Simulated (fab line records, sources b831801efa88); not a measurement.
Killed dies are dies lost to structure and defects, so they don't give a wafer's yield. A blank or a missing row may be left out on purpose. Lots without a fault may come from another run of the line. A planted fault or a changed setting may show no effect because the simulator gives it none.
fab line records | flow sky130
record lots=11 wafers=33 last_day=50
route steps=708 shown FIELD_ISO@3 DNWELL@43 VT_ADJUST_HVTP@96 PAD_OPEN@708
lots that met no fault: from a run of the same line without faults
start_h: hours from the record's first day to the start of the lot's first wafer shown | wait_h: hours since the lot's step before | " the same as in the row above | L1.1+2: a row that stands for several wafers | - no value, or no start given | * or withheld: withheld | < > ~ a bound
route shown NAME@n: a module of which the file shows steps, and the number in the route of the first | usual: mean/standard deviation of fault-free wafers | same: alike in all rows | chamber/n: place in a boat | sites: the reading at each site | _std_site: their standard deviation | _edge_site: outer sites' mean less inner sites' | radius_mm: how far each site lies from the wafer's centre | mask NAME#n: copy n | behind: the tool/chamber that last shaped the wafer | hold: why the lot was held/for how many hours/how that ended | device: the transistor (n, p or np) that didn't switch | end of line: the same wafers' tests at the end of the route | a step without rows: its recipe alone | killed: dies lost to structure and defects at the first sort, not the wafer's yield | map: a wafer's dies, x killed, . not, _ none there
set.NAME: the setting as run; set.NAME@STEP: as run at that earlier step | model.NAME: the simulator's own value behind a step, which no gauge read
steps of the route over a sample of lots; a table a step, a row a wafer
services: from which hour (start_h, from the record's first day; less than 0 if before it) a tool's chamber was out of use, for how many hours, and why
## steps
# step SKY_FIELD_ISO_THK_MEAS_02
# recipe reads=SiO2_of_FIELD_ISO_OXIDATION_01
# usual FIELD_ISO_OXIDATION_00_THK=12.01/0.24
# columns lot.wafer tool chamber start_h wait_h FIELD_ISO_OXIDATION_00_THK[nm]
L964.2 film_metro-03 - 12.39 0.0 11.53
L964.3 " - " " 11.69
L964.5 " - " " 11.82
L965.1 film_metro-03 - 16.63 0.0 11.74
L965.5 " - " " 11.86
L965.6 " - " " 11.48
L966.1 film_metro-04 - 22.16 0.0 12.07
L966.2 " - " " 12.11
L966.4 " - " " 11.97
L967.2 film_metro-04 - 29.09 0.0 11.64
L967.4 " - " " 11.58
L967.5 " - " " 11.61
L971.2 film_metro-03 - 50.50 0.0 11.77
L971.4 " - " " 11.74
L971.5 " - " " 11.83
L972.2 film_metro-02 - 52.01 0.0 12.00
L972.5 " - " " 11.94
L972.6 " - " " 11.96
L973.2 film_metro-04 - 56.64 0.0 12.09
L973.4 " - " " 12.28
L973.6 " - " " 11.99
L976.3 film_metro-04 - 71.90 0.0 11.98
L976.4 " - " " 11.91
L976.5 " - " " 12.05
L977.1 film_metro-04 - 78.56 0.0 12.02
L977.2 " - " " 12.05
L977.5 " - " " 11.92
L978.1 film_metro-02 - 84.35 0.0 11.83
L978.4 " - " " 11.90
L978.6 " - " " 11.96
L986.2 film_metro-03 - 122.26 0.0 12.20
L986.5 " - " " 11.70
L986.6 " - " " 12.13
# step SKY_FIELD_ISO_OXIDATION_22
# recipe temp_c=950 ambient=O2 stabilise_s=600 purge_s=300 target_thk_a=100 ox_time_s=623
# usual spike_tc_bottom_C=968.1/1.2 spike_tc_centre_C=950.5/1.3 spike_tc_lower_C=949.0/1.1 spike_tc_top_C=960/4.8 spike_tc_upper_C=950.7/1.3 tube_center_temp_C=949.99/0.086 tube_center_temp_C_max=952.4/0.37 zone_power_centre_pct=21.51/0.21 zone_power_lower_pct=20.5/0.66 zone_power_top_pct=35.5/0.41 zone_power_upper_pct=18.7/1.4
# columns lot.wafer tool chamber start_h wait_h spike_tc_bottom_C spike_tc_centre_C spike_tc_lower_C spike_tc_top_C spike_tc_upper_C tube_center_temp_C tube_center_temp_C_max zone_power_centre_pct zone_power_lower_pct zone_power_top_pct zone_power_upper_pct
L964.2 furnace-01 0 30.33 0.6 965.3 952.5 948.1 965 950.7 949.94 952.2 21.27 21.4 35.7 17.4
L964.3 " 0 " " 967.7 951.4 947.1 965 950.1 949.85 952.7 21.73 21.2 35.3 17.1
L964.5 " 0 " " 968.9 950.8 949.3 965 950.4 950.07 952.5 21.49 21.2 35.4 17.5
L965.1 furnace-02 0 35.24 1.9 968.1 949.8 949.4 954 951.9 950.01 953.1 21.52 19.7 35.4 20.3
L965.5 " 0 " " 969.0 950.2 949.0 954 952.0 949.94 952.3 21.19 19.5 36.2 20.1
L965.6 " 0 " " 970.8 948.7 950.9 956 951.7 950.15 952.5 21.50 20.2 35.6 20.5
L966.1 furnace-02 0 43.69 5.0 968.1 950.0 948.2 954 951.8 949.92 952.3 21.92 19.8 35.7 20.3
L966.2 " 0 " " 970.1 949.5 949.2 954 952.0 950.06 952.3 21.20 19.6 35.4 20.3
L966.4 " 0 " " 968.9 950.7 948.9 953 950.3 950.09 952.4 21.23 19.9 35.7 20.0
L967.2 furnace-01 0 50.40 3.7 968.9 953.4 947.9 964 949.6 950.06 952.7 21.65 20.7 34.8 17.1
L967.4 " 0 " " 968.1 952.5 950.1 967 950.5 950.01 953.1 21.28 21.3 35.2 17.4
L967.5 " 0 " " 966.5 949.9 948.2 964 948.8 949.84 952.0 21.48 21.2 34.9 17.4
L971.2 furnace-02 0 71.83 1.6 969.7 950.1 948.5 954 951.2 949.99 952.5 21.29 19.9 35.2 20.2
L971.4 " 0 " " 967.9 949.4 949.8 956 951.0 949.94 951.8 21.52 19.7 35.5 20.4
L971.5 " 0 " " 969.0 950.0 949.1 956 951.9 950.11 952.3 21.31 20.0 35.6 20.2
L972.2 furnace-02 0 71.83 0.2 968.5 950.9 949.1 954 950.8 949.99 952.7 21.66 19.7 34.9 20.4
L972.5 " 0 " " 968.6 949.3 948.8 953 951.8 949.92 951.8 21.18 19.6 36.4 20.2
L972.6 " 0 " " 969.0 949.7 948.6 954 951.5 949.92 952.2 21.61 19.7 36.3 20.1
L973.2 furnace-01 0 80.42 4.0 968.0 950.7 949.2 963 950.2 950.01 952.6 21.27 21.3 35.8 17.8
L973.4 " 0 " " 967.5 952.1 949.5 964 950.0 949.99 952.9 21.41 21.5 35.4 17.5
L973.6 " 0 " " 967.9 949.6 950.3 963 950.6 950.04 952.2 21.91 21.1 35.8 17.8
L976.3 furnace-02 0 93.12 1.1 969.0 950.8 950.4 956 950.5 949.97 952.4 21.68 20.0 36.1 20.5
L976.4 " 0 " " 969.1 950.7 951.1 955 951.9 949.95 952.6 21.64 20.0 36.4 19.8
L976.5 " 0 " " 969.4 948.8 951.1 955 948.8 949.95 952.5 21.49 19.7 35.8 20.5
L977.1 furnace-01 0 98.09 0.4 1012.6 996.4 993.3 1009 993.3 994.61 997.0 23.91 23.4 39.3 19.4
L977.2 " 0 " " 1012.7 997.2 992.2 1009 997.1 994.68 997.5 23.88 23.1 38.4 19.0
L977.5 " 0 " " 1012.9 996.2 991.6 1008 994.0 994.66 997.3 24.12 23.6 38.4 19.3
L978.1 furnace-01 0 104.35 0.0 1014.3 997.5 993.0 1007 995.4 994.65 997.3 23.36 23.4 38.0 19.0
L978.4 " 0 " " 1011.8 997.1 992.2 1008 994.9 994.58 996.6 23.68 23.3 38.6 19.5
L978.6 " 0 " " 1013.4 995.0 993.3 1009 994.2 994.64 997.2 23.47 23.1 38.0 19.6
L986.2 furnace-02 0 150.68 2.4 969.6 948.7 949.3 955 952.8 949.93 952.4 21.81 20.2 36.1 20.2
L986.5 " 0 " " 967.7 948.5 949.1 953 950.2 949.83 952.1 21.23 19.8 35.9 20.2
L986.6 " 0 " " 970.9 950.8 950.4 954 952.8 949.95 952.4 21.81 19.8 35.3 20.1
# step SKY_FIELD_ISO_THK_MEAS_23
# recipe reads=SiO2_of_FIELD_ISO_OXIDATION_22
# usual FIELD_ISO_OXIDATION_01_THK=9.97/0.21
# columns lot.wafer tool chamber start_h wait_h FIELD_ISO_OXIDATION_01_THK[nm]
L964.2 film_metro-03 - 31.51 0.0 10.17
L964.3 " - " " 10.03
L964.5 " - " " 9.94
L965.1 film_metro-04 - 36.41 0.0 10.03
L965.5 " - " " 10.04
L965.6 " - " " 9.96
L966.1 film_metro-03 - 44.87 0.0 9.66
L966.2 " - " " 9.57
L966.4 " - " " 9.74
L967.2 film_metro-04 - 51.58 0.0 9.86
L967.4 " - " " 9.99
L967.5 " - " " 9.70
L971.2 film_metro-03 - 73.01 0.0 10.00
L971.4 " - " " 9.99
L971.5 " - " " 9.94
L972.2 film_metro-04 - 73.01 0.0 10.21
L972.5 " - " " 10.18
L972.6 " - " " 10.20
L973.2 film_metro-02 - 81.60 0.0 10.08
L973.4 " - " " 9.78
L973.6 " - " " 9.80
L976.3 film_metro-02 - 94.32 0.0 10.03
L976.4 " - " " 10.15
L976.5 " - " " 10.08
L977.1 film_metro-02 - 99.26 0.0 16.56
L977.2 " - " " 16.50
L977.5 " - " " 16.55
L978.1 film_metro-04 - 105.52 0.0 16.97
L978.4 " - " " 16.94
L978.6 " - " " 16.80
L986.2 film_metro-04 - 151.87 0.0 10.40
L986.5 " - " " 10.37
L986.6 " - " " 10.35
# step SKY_DNWELL_STRIP_08
# recipe chemistry=O2/N2 power_w=1400 pressure_mtorr=1500 platen_temp_c=withheld o2_flow_sccm=3000 n2_flow_sccm=300 overash_fraction=0.5
# usual drypump_motor_current_A=5.6/0.37 o2_flow_sccm=2998/9.8 oes_product_au=0.722/0.0046 strip_time_to_endpoint_s=36.89/0.11
# columns lot.wafer tool chamber start_h wait_h drypump_motor_current_A o2_flow_sccm oes_product_au rf_hours_counter_h strip_time_to_endpoint_s
L964.2 plasma_asher-04 0 51.57 0.1 5.8 3001 0.714 39 36.83
L964.3 " 0 " " 5.8 3006 0.720 - 36.85
L964.5 " 0 " " 5.8 2999 0.718 - 36.77
L965.1 plasma_asher-02 0 63.77 0.1 5.9 3000 0.716 40 36.86
L965.5 " 0 " " 5.9 2995 0.726 - 36.81
L965.6 " 1 " " 5.3 2985 0.721 - 36.89
L966.1 plasma_asher-02 0 68.84 0.1 5.9 2989 0.721 40 36.98
L966.2 " 1 " " 5.3 2981 0.727 40 36.89
L966.4 " 1 " " 5.4 2978 0.723 - 36.92
L967.2 plasma_asher-02 0 73.49 0.1 5.9 2994 0.720 41 36.89
L967.4 " 0 " " 5.9 2994 0.729 - 36.91
L967.5 " 1 " " 5.3 3016 0.730 - 36.96
L971.2 plasma_asher-04 0 95.22 0.1 5.7 2992 0.722 44 36.93
L971.4 " 0 " " 5.8 2993 0.724 - 36.87
L971.5 " 0 " " 5.7 3003 0.714 - 36.92
L972.2 plasma_asher-02 0 95.44 0.1 5.9 2994 0.726 44 37.08
L972.5 " 1 " " 5.4 2997 0.718 - 37.00
L972.6 " 0 " " 5.9 2984 0.722 - 37.11
L973.2 plasma_asher-02 0 107.32 0.1 5.9 2995 0.725 45 37.00
L973.4 " 0 " " 5.9 2994 0.724 - 36.93
L973.6 " 0 " " 5.9 3008 0.723 - 36.96
L976.3 plasma_asher-04 1 117.44 0.1 5.1 2996 0.719 - 36.95
L976.4 " 0 " " 5.8 3015 0.721 - 36.92
L976.5 " 1 " " 5.1 2993 0.723 - 36.99
L977.1 plasma_asher-04 0 121.47 0.1 5.7 2983 0.724 47 36.88
L977.2 " 1 " " 5.1 2997 0.724 47 36.93
L977.5 " 1 " " 5.1 2995 0.725 - 36.94
L978.1 plasma_asher-02 1 127.17 0.1 5.3 3036 0.722 1 36.83
L978.4 " 1 " " 5.3 3007 0.729 - 36.79
L978.6 " 0 " " 5.9 2996 0.718 - 36.81
L986.2 plasma_asher-04 1 180.84 0.1 5.1 2995 0.724 53 36.73
L986.5 " 0 " " 5.8 3001 0.730 - 36.78
L986.6 " 1 " " 5.1 3010 0.726 - 36.84
# step SKY_VT_ADJUST_HVTP_TW_MEAS_11
# usual VT_ADJUST_HVTP_TW=1350/19
# columns lot.wafer tool chamber start_h wait_h VT_ADJUST_HVTP_TW
L964.2 film_metro-03 - 120.50 0.1 1381
L964.3 " - " " 1374
L964.5 " - " " 1387
L965.1 film_metro-03 - 133.83 0.1 1381
L965.5 " - " " 1378
L965.6 " - " " 1386
L966.1 film_metro-02 - 139.04 0.1 1347
L966.2 " - " " 1341
L966.4 " - " " 1336
L967.2 film_metro-02 - 145.40 0.1 1321
L967.4 " - " " 1325
L967.5 " - " " 1326
L971.2 film_metro-03 - 170.94 0.1 1370
L971.4 " - " " 1366
L971.5 " - " " 1364
L972.2 film_metro-01 - 171.59 0.1 1337
L972.5 " - " " 1344
L972.6 " - " " 1340
L973.2 film_metro-01 - 183.94 0.1 1339
L973.4 " - " " 1347
L973.6 " - " " 1351
L976.3 film_metro-01 - 200.95 0.1 1359
L976.4 " - " " 1348
L976.5 " - " " 1348
L977.1 film_metro-02 - 203.46 0.1 1333
L977.2 " - " " 1322
L977.5 " - " " 1325
L978.1 film_metro-01 - 209.39 0.1 1351
L978.4 " - " " 1353
L978.6 " - " " 1360
L986.2 film_metro-03 - 271.79 0.1 1356
L986.5 " - " " 1363
L986.6 " - " " 1356
# step SKY_PAD_OPEN_PROBE_99
# usual killed_at_M0_to_M3=44/7.3 killed_at_M4_up=3.5/1.8 killed_at_contacts=24/5.8 killed_at_front_end=16/4.3 killed_at_other=0.5/0.68 killed_dies=88/9.4 killed_open=48/6.8 killed_short=40/6.1
# same gross_dies=492 killed_at_back_side=0
# columns lot.wafer tool chamber start_h wait_h killed_at_M0_to_M3 killed_at_M4_up killed_at_contacts killed_at_front_end killed_at_other killed_dies killed_open killed_short
L964.2 prober-02 - 1071.67 0.1 53 1 18 15 0 87 48 39
L964.3 prober-02 - 1071.72 0.2 36 5 25 14 0 80 39 41
L964.5 prober-02 - 1071.82 0.2 47 4 37 11 1 100 54 44
L966.1 prober-01 - 1087.03 0.1 37 5 27 9 1 79 43 36
L966.2 prober-01 - 1087.08 0.1 44 5 29 11 1 90 46 44
L966.4 prober-01 - 1087.18 0.2 40 0 34 13 0 87 40 47
L965.1 prober-02 - 1093.83 0.1 42 5 22 17 0 86 44 38
L965.5 prober-02 - 1094.03 0.2 55 4 28 16 2 105 59 44
L965.6 prober-02 - 1094.08 0.2 50 3 20 20 0 93 48 42
L967.2 prober-01 - 1095.38 0.1 62 6 18 13 0 99 54 44
L967.4 prober-01 - 1095.48 0.2 30 3 18 19 0 70 39 30
L967.5 prober-01 - 1095.53 0.2 41 3 22 23 0 89 52 37
L971.2 prober-01 - 1121.91 0.1 47 3 14 21 0 85 43 42
L971.4 prober-01 - 1122.01 0.2 43 3 21 14 3 84 44 39
L971.5 prober-01 - 1122.06 0.2 43 4 19 17 0 83 41 41
L972.2 prober-02 - 1125.32 0.1 41 2 13 16 1 73 39 34
L972.5 prober-02 - 1125.47 0.2 35 4 28 21 0 88 51 37
L972.6 prober-02 - 1125.52 0.2 48 4 19 14 1 86 44 42
L973.2 prober-01 - 1133.92 0.1 58 5 24 15 0 102 57 45
L973.4 prober-01 - 1134.02 0.2 55 1 27 18 0 101 47 53
L973.6 prober-01 - 1134.12 0.2 43 3 18 17 0 81 43 38
L977.1 prober-02 - 1153.74 0.1 43 4 21 19 0 87 44 42
L977.2 prober-02 - 1153.79 0.1 30 8 27 17 0 82 44 38
L977.5 prober-02 - 1153.94 0.2 42 5 38 8 1 94 47 45
L976.3 prober-01 - 1155.35 0.2 48 1 23 16 1 89 51 38
L976.4 prober-01 - 1155.40 0.2 39 4 17 20 0 80 44 35
L976.5 prober-01 - 1155.45 0.2 46 4 38 10 1 99 50 48
L978.1 prober-02 - 1162.44 0.1 52 9 28 17 0 106 55 50
L978.4 prober-02 - 1162.59 0.2 30 7 24 8 0 69 33 36
L978.6 prober-02 - 1162.69 0.2 40 7 22 21 0 90 52 37
L986.2 prober-02 - 1198.10 0.1 41 2 26 16 1 86 52 32
L986.5 prober-02 - 1198.25 0.2 50 4 24 12 0 90 53 37
L986.6 prober-02 - 1198.30 0.2 59 5 30 19 3 116 62 51
# killed by level:class
L964.2 VIA1:geometric_particle:open=15 METAL2:geometric_particle:short=8 VIA3:geometric_particle:open=8 CONTACT:geometric_particle:open=6 VIA2:geometric_particle:open=5 FIELD_ISO:geometric_particle:open=4 LOCAL_INTERCONNECT:geometric_particle:short=4 VIA1:geometric_particle:short=4
L964.3 VIA1:geometric_particle:open=11 CONTACT:geometric_particle:open=8 LI_CONTACT:geometric_particle:open=6 VIA3:geometric_particle:short=6 LOCAL_INTERCONNECT:geometric_particle:short=5 POLY_GATE:geometric_particle:open=4 POLY_GATE:geometric_particle:short=4 METAL3:geometric_particle:short=4
L964.5 CONTACT:geometric_particle:open=13 VIA1:geometric_particle:open=13 LI_CONTACT:geometric_particle:open=11 VIA1:geometric_particle:short=8 CONTACT:geometric_particle:short=6 METAL1:geometric_particle:short=6 LOCAL_INTERCONNECT:geometric_particle:short=5 METAL2:geometric_particle:short=4
L966.1 CONTACT:geometric_particle:open=13 VIA1:geometric_particle:open=8 LI_CONTACT:geometric_particle:open=6 METAL1:geometric_particle:short=6 CONTACT:geometric_particle:short=5 METAL2:geometric_particle:short=5 VIA2:geometric_particle:open=4 POLY_GATE:geometric_particle:open=3
L966.2 CONTACT:geometric_particle:open=14 VIA1:geometric_particle:open=12 CONTACT:geometric_particle:short=7 METAL2:geometric_particle:short=7 FIELD_ISO:geometric_particle:short=5 VIA1:geometric_particle:short=5 POLY_GATE:geometric_particle:short=4 LI_CONTACT:geometric_particle:open=4
L966.4 CONTACT:geometric_particle:open=11 LI_CONTACT:geometric_particle:open=8 CONTACT:geometric_particle:short=7 METAL2:geometric_particle:short=6 VIA2:geometric_particle:short=6 LOCAL_INTERCONNECT:geometric_particle:short=5 VIA1:geometric_particle:short=5 VIA2:geometric_particle:open=5
L965.1 CONTACT:geometric_particle:open=10 VIA1:geometric_particle:open=9 VIA3:geometric_particle:open=7 CONTACT:geometric_particle:short=6 POLY_GATE:geometric_particle:open=6 METAL1:geometric_particle:short=5 VIA2:geometric_particle:short=5 VIA2:geometric_particle:open=4
L965.5 VIA1:geometric_particle:open=17 CONTACT:geometric_particle:open=15 VIA1:geometric_particle:short=9 VIA3:geometric_particle:open=8 METAL1:geometric_particle:short=6 FIELD_ISO:geometric_particle:short=5 POLY_GATE:geometric_particle:short=4 LOCAL_INTERCONNECT:geometric_particle:short=4
L965.6 VIA1:geometric_particle:open=18 POLY_GATE:geometric_particle:short=7 VIA2:geometric_particle:open=7 FIELD_ISO:geometric_particle:short=6 CONTACT:geometric_particle:short=6 CONTACT:geometric_particle:open=6 VIA1:geometric_particle:short=5 METAL2:geometric_particle:short=5
L967.2 VIA1:geometric_particle:open=14 VIA3:geometric_particle:open=14 METAL1:geometric_particle:short=12 CONTACT:geometric_particle:open=8 VIA1:geometric_particle:short=6 POLY_GATE:geometric_particle:short=5 METAL2:geometric_particle:short=5 CONTACT:geometric_particle:short=4
L967.4 CONTACT:geometric_particle:open=7 FIELD_ISO:geometric_particle:open=6 VIA1:geometric_particle:open=6 CONTACT:geometric_particle:short=4 LI_CONTACT:geometric_particle:open=4 VIA3:geometric_particle:open=4 FIELD_ISO:geometric_particle:short=3 POLY_GATE:geometric_particle:open=3
L967.5 VIA3:geometric_particle:open=9 FIELD_ISO:geometric_particle:open=8 CONTACT:geometric_particle:open=8 LI_CONTACT:geometric_particle:open=7 VIA2:geometric_particle:open=7 VIA1:geometric_particle:open=5 METAL2:geometric_particle:short=5 POLY_GATE:geometric_particle:short=4
L971.2 VIA1:geometric_particle:open=10 METAL2:geometric_particle:short=7 FIELD_ISO:geometric_particle:open=6 VIA1:geometric_particle:short=6 CONTACT:geometric_particle:open=6 VIA2:geometric_particle:open=5 METAL1:geometric_particle:short=5 VIA3:geometric_particle:open=5
L971.4 VIA1:geometric_particle:open=10 LI_CONTACT:geometric_particle:open=9 METAL2:geometric_particle:short=6 POLY_GATE:geometric_particle:open=5 VIA3:geometric_particle:open=5 METAL3:geometric_particle:short=5 LI_CONTACT:geometric_particle:short=4 LOCAL_INTERCONNECT:geometric_particle:short=4
L971.5 VIA1:geometric_particle:open=9 VIA2:geometric_particle:open=6 METAL2:geometric_particle:short=5 LI_CONTACT:geometric_particle:open=5 LOCAL_INTERCONNECT:geometric_particle:short=5 METAL1:geometric_particle:short=5 FIELD_ISO:geometric_particle:short=4 CONTACT:geometric_particle:open=4
L972.2 VIA1:geometric_particle:open=8 VIA3:geometric_particle:open=5 CONTACT:geometric_particle:open=5 VIA2:geometric_particle:open=5 FIELD_ISO:geometric_particle:open=4 POLY_GATE:geometric_particle:open=4 LOCAL_INTERCONNECT:geometric_particle:short=4 VIA1:geometric_particle:short=4
L972.5 CONTACT:geometric_particle:open=12 LI_CONTACT:geometric_particle:open=8 FIELD_ISO:geometric_particle:short=7 VIA1:geometric_particle:open=7 FIELD_ISO:geometric_particle:open=6 METAL1:geometric_particle:short=6 VIA2:geometric_particle:open=5 VIA3:geometric_particle:open=5
L972.6 VIA1:geometric_particle:open=13 METAL1:geometric_particle:short=8 LI_CONTACT:geometric_particle:open=6 METAL3:geometric_particle:short=5 VIA3:geometric_particle:open=5 FIELD_ISO:geometric_particle:short=4 VIA3:geometric_particle:short=4 CONTACT:geometric_particle:open=4
L973.2 VIA3:geometric_particle:open=12 VIA1:geometric_particle:open=10 LI_CONTACT:geometric_particle:open=9 CONTACT:geometric_particle:open=6 FIELD_ISO:geometric_particle:short=5 CONTACT:geometric_particle:short=5 VIA1:geometric_particle:short=5 VIA3:geometric_particle:short=5
L973.4 VIA1:geometric_particle:open=14 CONTACT:geometric_particle:open=9 METAL2:geometric_particle:short=9 CONTACT:geometric_particle:short=8 VIA3:geometric_particle:open=7 POLY_GATE:geometric_particle:short=7 VIA3:geometric_particle:short=7 METAL1:geometric_particle:short=6
L973.6 VIA3:geometric_particle:open=10 VIA1:geometric_particle:open=9 VIA2:geometric_particle:open=8 CONTACT:geometric_particle:open=7 CONTACT:geometric_particle:short=6 POLY_GATE:geometric_particle:short=5 METAL2:geometric_particle:short=5 FIELD_ISO:geometric_particle:open=4
L977.1 CONTACT:geometric_particle:open=11 VIA1:geometric_particle:open=11 METAL2:geometric_particle:short=7 FIELD_ISO:geometric_particle:short=5 METAL1:geometric_particle:short=5 VIA3:geometric_particle:open=5 POLY_GATE:geometric_particle:open=4 METAL4:geometric_particle:short=4
L977.2 LI_CONTACT:geometric_particle:open=9 LOCAL_INTERCONNECT:geometric_particle:short=8 VIA3:geometric_particle:open=8 CONTACT:geometric_particle:open=7 METAL4:geometric_particle:short=7 VIA1:geometric_particle:open=7 POLY_GATE:geometric_particle:short=5 FIELD_ISO:geometric_particle:open=4
L977.5 CONTACT:geometric_particle:open=15 VIA1:geometric_particle:open=10 LI_CONTACT:geometric_particle:open=7 LOCAL_INTERCONNECT:geometric_particle:short=7 METAL1:geometric_particle:short=6 VIA1:geometric_particle:short=5 FIELD_ISO:geometric_particle:short=4 VIA3:geometric_particle:short=4
L976.3 VIA3:geometric_particle:open=10 LI_CONTACT:geometric_particle:open=9 VIA1:geometric_particle:open=8 METAL1:geometric_particle:short=6 VIA2:geometric_particle:open=6 CONTACT:geometric_particle:open=5 CONTACT:geometric_particle:short=5 VIA3:geometric_particle:short=5
L976.4 VIA1:geometric_particle:open=9 VIA2:geometric_particle:open=9 METAL2:geometric_particle:short=7 CONTACT:geometric_particle:short=6 VIA1:geometric_particle:short=6 FIELD_ISO:geometric_particle:open=5 LI_CONTACT:geometric_particle:open=5 CONTACT:geometric_particle:open=4
L976.5 VIA3:geometric_particle:open=12 CONTACT:geometric_particle:open=11 LI_CONTACT:geometric_particle:open=9 CONTACT:geometric_particle:short=9 VIA1:geometric_particle:short=8 LI_CONTACT:geometric_particle:short=5 VIA2:geometric_particle:open=5 POLY_GATE:geometric_particle:open=4
L978.1 VIA1:geometric_particle:open=13 CONTACT:geometric_particle:open=9 METAL4:geometric_particle:short=8 METAL1:geometric_particle:short=7 FIELD_ISO:geometric_particle:open=6 LI_CONTACT:geometric_particle:open=6 LOCAL_INTERCONNECT:geometric_particle:short=6 METAL2:geometric_particle:short=6
L978.4 CONTACT:geometric_particle:open=10 METAL2:geometric_particle:short=6 CONTACT:geometric_particle:short=6 VIA1:geometric_particle:open=6 LI_CONTACT:geometric_particle:open=5 VIA3:geometric_particle:open=4 METAL4:geometric_particle:short=4 LOCAL_INTERCONNECT:geometric_particle:short=3
L978.6 VIA1:geometric_particle:open=9 VIA3:geometric_particle:open=9 FIELD_ISO:geometric_particle:open=7 CONTACT:geometric_particle:open=7 FIELD_ISO:geometric_particle:short=6 VIA2:geometric_particle:open=5 LOCAL_INTERCONNECT:geometric_particle:short=4 METAL4:geometric_particle:short=4
L986.2 VIA1:geometric_particle:open=15 CONTACT:geometric_particle:open=9 LI_CONTACT:geometric_particle:open=7 CONTACT:geometric_particle:short=6 POLY_GATE:geometric_particle:open=4 METAL1:geometric_particle:short=4 METAL2:geometric_particle:short=4 VIA2:geometric_particle:open=4
L986.5 LI_CONTACT:geometric_particle:open=10 VIA2:geometric_particle:open=10 VIA1:geometric_particle:open=8 VIA3:geometric_particle:open=8 CONTACT:geometric_particle:open=6 VIA1:geometric_particle:short=5 METAL2:geometric_particle:short=4 LOCAL_INTERCONNECT:geometric_particle:short=4
L986.6 VIA1:geometric_particle:open=15 VIA3:geometric_particle:open=12 LI_CONTACT:geometric_particle:open=8 CONTACT:geometric_particle:open=7 CONTACT:geometric_particle:short=7 VIA1:geometric_particle:short=7 FIELD_ISO:geometric_particle:open=6 LI_CONTACT:geometric_particle:short=6
## services
# columns tool chamber start_h hours kind
furnace-01 - 32.15 13.9 repair
plasma_asher-04 - 62.31 2.8 pm
furnace-02 - 78.56 4.1 pm
plasma_asher-02 - 108.75 9.0 pm
plasma_asher-02 0 108.75 9.0 vent_cycle
plasma_asher-02 1 108.75 9.0 vent_cycle
plasma_asher-02 0 117.75 - clean
plasma_asher-02 1 117.75 - clean
plasma_asher-02 - 136.46 2.8 pm
furnace-01 - 136.63 3.0 pm
## key
first_sign step=SKY_FIELD_ISO_OXIDATION_22 reading=tube_center_temp_C direction=up sigmas=99+ usual=* struck=*
effect step=SKY_FIELD_ISO_OXIDATION_22 reading=tube_center_temp_C_max direction=up sigmas=99+ usual=* struck=*
effect step=SKY_FIELD_ISO_THK_MEAS_23 reading=FIELD_ISO_OXIDATION_01_THK direction=up sigmas=33 usual=9.97 struck=16.72
met_at SKY_FIELD_ISO_OXIDATION_22
struck_lots L977,L978
tester_left_out L977,L978
not_acting_at SKY_FIELD_ISO_THK_MEAS_02,SKY_DNWELL_STRIP_08,SKY_VT_ADJUST_HVTP_TW_MEAS_11
onset_between 80.42 98.09
fault kind=process_parameter_drift tool=furnace-01 chamber=- onset_h=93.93 steps=SKY_FIELD_ISO_OXIDATION_22 channel=temp_c offset=* shape=step end_h=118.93 acts_in=* stated=*
# tester_left_out: of these lots the tester's yield and bins aren't shown, on N5 and GAA mostly nor the transistor test; their killed dies are dies lost to structure and defects alone, not to doping, threshold or leakage, so they don't give the yield
